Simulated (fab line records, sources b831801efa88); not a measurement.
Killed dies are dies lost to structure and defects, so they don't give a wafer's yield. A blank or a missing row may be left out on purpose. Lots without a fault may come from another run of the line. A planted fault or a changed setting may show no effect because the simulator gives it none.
Which tool did it? | flow sky130 | 7 lots, 21 wafers sampled, at 2 steps of a route of 708

WHAT THE GAUGES READ, wafer by wafer
SKY_VIA2_THK_MEAS_23: measures by xrf.
lot  | measured     | on            | VIA2_W_THK (nm)
L295 | day 37 09:01 | film_metro-02 | 411 419 409
L297 | day 38 01:07 | film_metro-01 | 441 437 437
L299 | day 38 12:09 | film_metro-01 | 433 437 428
L301 | day 39 02:19 | film_metro-02 | 428 427 421
L303 | day 39 23:50 | film_metro-04 | 428 417 422
L305 | day 40 10:58 | film_metro-02 | 417 418 414
L315 | day 43 17:40 | film_metro-04 | 426 422 426

WHICH TOOL RAN EACH LOT (tool, then ch and the chambers of the sampled wafers, then the start)
lot  | SKY_SONOS_ONO_CVD_02
L295 | lpcvd-02 ch 0, day 12 05:55
L297 | lpcvd-02 ch 0, day 13 04:05
L299 | lpcvd-02 ch 1, day 13 13:58
L301 | lpcvd-02 ch 1, day 14 03:38
L303 | lpcvd-02 ch 0, day 15 02:28
L305 | lpcvd-02 ch 1, day 15 18:01
L315 | lpcvd-02 ch 0, day 19 13:25
- SKY_SONOS_ONO_CVD_02: deposits Si3N4 from DCS/NH3, target thk 10.5 nm, time 180 s.

THE ANSWER, worked out from the rows above alone
Rule: what is usual is taken from the lots themselves. Put in order of their means at a reading, lots are off if they are a third of the lots or fewer, leave a main group of 4 or more, and stand apart from it by a gap of 3 or more times the standard deviation of the main group's means; of several such gaps the widest counts. A main group whose means are all the same, to the digits that the tables above print for the reading, isn't used. A lot without any number at a reading at which 4 lots or more have one is off too. The other lots that the step has rows for count as sound.
No lot is off at any reading shown: from this, nothing can be told.

WHAT THE SIMULATOR HAD PUT IN
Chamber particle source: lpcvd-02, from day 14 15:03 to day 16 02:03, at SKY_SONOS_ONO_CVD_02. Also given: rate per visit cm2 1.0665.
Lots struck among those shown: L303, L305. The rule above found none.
